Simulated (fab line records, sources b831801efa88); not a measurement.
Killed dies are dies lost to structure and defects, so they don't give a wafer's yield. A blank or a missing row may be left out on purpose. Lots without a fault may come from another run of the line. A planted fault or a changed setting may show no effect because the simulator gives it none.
Which tool did it? | flow gf180mcu | 13 lots, 39 wafers sampled, at 6 steps of a route of 602

WHAT THE GAUGES READ, wafer by wafer
GF_STI_CD_MEAS_12: target cd 220 nm. Usual: cd_nm 220.2 nm, standard deviation 1.2.
lot  | measured    | on        | cd_nm (nm)        | flag
L493 | day 2 11:28 | cd_sem-02 | 218.9 218.3 218.9 |
L494 | day 2 17:26 | cd_sem-02 | 218.0 218.7 218.5 |
L495 | day 2 22:04 | cd_sem-02 | 220.9 221.2 221.5 |
L496 | day 3 02:46 | cd_sem-01 | 221.1 220.1 220.9 |
L497 | day 3 11:18 | cd_sem-02 | 220.4 220.4 220.8 |
L500 | day 4 03:20 | cd_sem-02 | 220.1 219.6 219.9 |
L501 | day 4 09:01 | cd_sem-01 | 219.3 219.6 220.4 |
L504 | day 4 21:40 | cd_sem-01 | 220.4 221.0 218.8 |
L509 | day 5 22:10 | cd_sem-02 | 219.6 220.3 220.8 |
L510 | day 6 04:02 | cd_sem-01 | 220.2 220.5 221.0 |
L512 | day 6 13:58 | cd_sem-02 | 221.8 222.9 223.1 |
L513 | day 6 19:37 | cd_sem-01 | 220.6 220.8 219.7 |
L514 | day 7 01:22 | cd_sem-02 | 221.6 220.2 219.9 |

GF_STI_THK_MEAS_30. Usual: STI_OXIDATION_02_THK 9.93 nm, standard deviation 0.18.
lot  | measured    | on            | STI_OXIDATION_02_THK (nm) | flag
L493 | day 2 16:09 | film_metro-02 | 9.88 9.96 9.87            |
L494 | day 3 07:28 | film_metro-02 | 10.10 9.95 10.00          |
L495 | day 3 07:26 | film_metro-03 | 9.72 9.80 9.80            |
L496 | day 3 15:37 | film_metro-02 | 10.39 10.35 10.50         |
L497 | day 4 00:54 | film_metro-04 | 10.07 9.67 10.03          |
L500 | day 4 14:12 | film_metro-02 | 9.80 9.86 10.00           |
L501 | day 4 18:25 | film_metro-04 | 9.79 9.88 9.75            |
L504 | day 5 02:50 | film_metro-03 | 9.75 9.68 9.79            |
L509 | day 6 04:16 | film_metro-02 | 9.91 9.96 9.81            |
L510 | day 6 09:49 | film_metro-03 | 10.04 10.04 10.08         |
L512 | day 6 18:41 | film_metro-04 | 9.73 9.87 9.69            |
L513 | day 7 00:42 | film_metro-02 | 9.95 10.10 10.18          |
L514 | day 7 05:52 | film_metro-02 | 9.95 9.83 9.79            |

GF_LVPWELL_TW_MEAS_11. Usual: LVPWELL_TW 553, standard deviation 7.
lot  | measured    | on            | LVPWELL_TW              | flag
L493 | day 4 05:29 | film_metro-03 | 559 567 563             |
L494 | day 4 22:05 | film_metro-04 | 562 559 560             |
L495 | day 4 21:20 | film_metro-01 | 544 546 543             |
L496 | day 5 07:24 | film_metro-04 | 558 558 555             |
L497 | day 5 18:35 | film_metro-01 | 552 546 551             |
L500 | day 6 09:46 | film_metro-01 | 550 548 549             |
L501 | day 6 14:33 | film_metro-04 | 557 557 558             |
L504 | day 7 00:16 | film_metro-04 | 454 453 453 454 450 452 | OFF
L509 | day 8 03:35 | film_metro-04 | 562 564 561             |
L510 | day 8 08:52 | film_metro-01 | 547 548 546             |
L512 | day 8 19:26 | film_metro-01 | 548 545 547             |
L513 | day 9 02:24 | film_metro-04 | 558 557 563             |
L514 | day 9 06:59 | film_metro-01 | 545 546 548             |

GF_MVSD_OVL_MEAS_07. Usual: MVSD_OVL -0.8 nm, standard deviation 1.3.
lot  | measured    | on         | MVSD_OVL (nm)  | flag
L493 | day 4 18:13 | overlay-01 | 0.1 -0.9 -0.9  |
L494 | day 5 12:08 | overlay-02 | -1.0 -0.2 -2.2 |
L495 | day 5 11:25 | overlay-01 | -2.1 -2.9 -1.5 |
L496 | day 5 21:16 | overlay-02 | -0.1 -0.2 0.6  |
L497 | day 6 09:00 | overlay-01 | -0.8 -0.6 0.5  |
L500 | day 7 01:25 | overlay-01 | -1.9 -0.8 0.2  |
L501 | day 7 05:31 | overlay-01 | -2.6 -2.4 -3.2 |
L504 | day 7 15:46 | overlay-02 | -1.1 -0.2 0.5  |
L509 | day 8 19:43 | overlay-01 | 0.2 -1.1 -0.3  |
L510 | day 9 01:29 | overlay-02 | -1.0 -0.2 0.3  |
L512 | day 9 11:58 | overlay-01 | -2.1 -1.8 -1.1 |
L513 | day 9 19:31 | overlay-02 | -1.7 -1.8 -0.8 |
L514 | day 9 23:55 | overlay-01 | -1.0 -0.2 -1.7 |

WHICH TOOL RAN EACH LOT (tool, then ch and the chambers of the sampled wafers, then the start)
lot  | GF_NWELL_STRIP_10                   | GF_LVPWELL_STRIP_10
L493 | plasma_asher-03 ch 0,1, day 3 16:47 | plasma_asher-04 ch 0,1, day 4 05:23
L494 | plasma_asher-03 ch 0,1, day 4 09:08 | plasma_asher-01 ch 0,1, day 4 21:59
L495 | plasma_asher-01 ch 0,1, day 4 08:31 | plasma_asher-02 ch 0,1, day 4 21:14
L496 | plasma_asher-01 ch 0,1, day 4 17:11 | plasma_asher-04 ch 0,1, day 5 07:17
L497 | plasma_asher-02 ch 0,1, day 5 03:23 | plasma_asher-01 ch 0,1, day 5 18:29
L500 | plasma_asher-01 ch 0,1, day 5 18:37 | plasma_asher-02 ch 0,1, day 6 09:41
L501 | plasma_asher-03 ch 0,1, day 5 22:54 | plasma_asher-04 ch 0,1, day 6 14:26
L504 | plasma_asher-02 ch 0,1, day 6 08:47 | plasma_asher-02 ch 0,1, day 7 00:11
L509 | plasma_asher-03 ch 0,1, day 7 11:14 | plasma_asher-04 ch 0,1, day 8 03:29
L510 | plasma_asher-03 ch 0,1, day 7 17:02 | plasma_asher-02 ch 0,1, day 8 08:46
L512 | plasma_asher-03 ch 0,1, day 8 02:21 | plasma_asher-02 ch 1, day 8 19:20
L513 | plasma_asher-03 ch 0,1, day 8 09:07 | plasma_asher-04 ch 0,1, day 9 02:17
L514 | plasma_asher-02 ch 0,1, day 8 14:11 | plasma_asher-04 ch 0,1, day 9 06:53
- GF_NWELL_STRIP_10: strips in O2/N2.
- GF_LVPWELL_STRIP_10: strips in O2/N2.

WHAT THE TOOLS THEMSELVES READ (means of the sampled wafers that have a number; where no wafer has one, the mark that the record gives instead)
GF_NWELL_STRIP_10. Usual: drypump_motor_current_A 6.0 A, standard deviation 0.47; heater_power_w 348 W, standard deviation 28; oes_product_au 0.722 a.u., standard deviation 0.0046; platen_temp_c 250.04 C, standard deviation 0.18; strip_time_to_endpoint_s 37.00 s, standard deviation 0.11.
lot  | tool            | drypump_motor_current_A (A) | heater_power_w (W) | oes_product_au (a.u.) | platen_temp_c (C) | strip_time_to_endpoint_s (s) | flag
L493 | plasma_asher-03 | 5.8                         | 332                | 0.724                 | 250.03            | 36.82                        |
L494 | plasma_asher-03 | 5.8                         | 326                | 0.724                 | 250.03            | 37.05                        |
L495 | plasma_asher-01 | 5.9                         | 339                | 0.723                 | 250.12            | 37.00                        |
L496 | plasma_asher-01 | 5.9                         | 342                | 0.719                 | 249.79            | 37.02                        |
L497 | plasma_asher-02 | 5.9                         | 358                | 0.721                 | 250.05            | 36.99                        |
L500 | plasma_asher-01 | 5.9                         | 346                | 0.722                 | 249.89            | 37.00                        |
L501 | plasma_asher-03 | 5.9                         | 341                | 0.724                 | 250.05            | 36.98                        |
L504 | plasma_asher-02 | 5.9                         | 364                | 0.962                 | 250.04            | -                            | OFF
L509 | plasma_asher-03 | 5.9                         | 341                | 0.726                 | 250.08            | 37.01                        |
L510 | plasma_asher-03 | 5.8                         | 329                | 0.722                 | 249.93            | 37.13                        |
L512 | plasma_asher-03 | 5.9                         | 341                | 0.722                 | 250.22            | 36.96                        |
L513 | plasma_asher-03 | 5.8                         | 333                | 0.725                 | 250.10            | 36.95                        |
L514 | plasma_asher-02 | 6.3                         | 377                | 0.720                 | 249.90            | 37.04                        |

GF_LVPWELL_STRIP_10. Usual: drypump_motor_current_A 5.6 A, standard deviation 0.59; heater_power_w 334 W, standard deviation 35; oes_product_au 0.723 a.u., standard deviation 0.0048; platen_temp_c 250.00 C, standard deviation 0.17; strip_time_to_endpoint_s 36.97 s, standard deviation 0.096.
lot  | tool            | drypump_motor_current_A (A) | heater_power_w (W) | oes_product_au (a.u.) | platen_temp_c (C) | strip_time_to_endpoint_s (s) | flag
L493 | plasma_asher-04 | 5.2                         | 307                | 0.723                 | 250.09            | 36.97                        |
L494 | plasma_asher-01 | 5.8                         | 322                | 0.721                 | 250.01            | 37.01                        |
L495 | plasma_asher-02 | 6.3                         | 372                | 0.722                 | 249.74            | 37.03                        |
L496 | plasma_asher-04 | 5.2                         | 308                | 0.725                 | 250.08            | 36.82                        |
L497 | plasma_asher-01 | 5.8                         | 314                | 0.726                 | 249.95            | 37.06                        |
L500 | plasma_asher-02 | 5.9                         | 365                | 0.725                 | 249.97            | 36.99                        |
L501 | plasma_asher-04 | 5.3                         | 305                | 0.724                 | 249.99            | 36.98                        |
L504 | plasma_asher-02 | 5.9                         | 365                | 0.729                 | 249.94            | 46.62                        | OFF
L509 | plasma_asher-04 | 5.2                         | 310                | 0.724                 | 250.24            | 36.91                        |
L510 | plasma_asher-02 | 5.9                         | 365                | 0.722                 | 250.11            | 37.04                        |
L512 | plasma_asher-02 | 6.7                         | 391                | 0.724                 | 250.06            | 37.04                        |
L513 | plasma_asher-04 | 5.2                         | 306                | 0.719                 | 249.98            | 36.91                        |
L514 | plasma_asher-04 | 5.3                         | 304                | 0.719                 | 250.08            | 36.93                        |

THE ANSWER, worked out from the rows above alone
Rule: a lot is off if the mean of its wafers that have a number lies more than 3 standard deviations from the usual mean. A lot without any number at a reading at which 4 lots or more have one is off too. The other lots that the step has rows for count as sound. The gauges are gone through in route order, then the tools' own readings, and for those a lot's mean is taken as printed above. The first step at which some lot is off is used, and at that step the reading that is off furthest; a lot without a number counts as furthest.
Off: L504, at GF_LVPWELL_TW_MEAS_11 (LVPWELL_TW).
A tool fits if, at a process step before that reading, it ran every lot that is off, and no sound lot after the first of them. The gauges at GF_LVPWELL_TW_MEAS_11 aren't tried: what is off there is off at GF_NWELL_STRIP_10 too, on other tools, and a gauge's error can't cause that. None of those tried fits.

WHAT THE SIMULATOR HAD PUT IN
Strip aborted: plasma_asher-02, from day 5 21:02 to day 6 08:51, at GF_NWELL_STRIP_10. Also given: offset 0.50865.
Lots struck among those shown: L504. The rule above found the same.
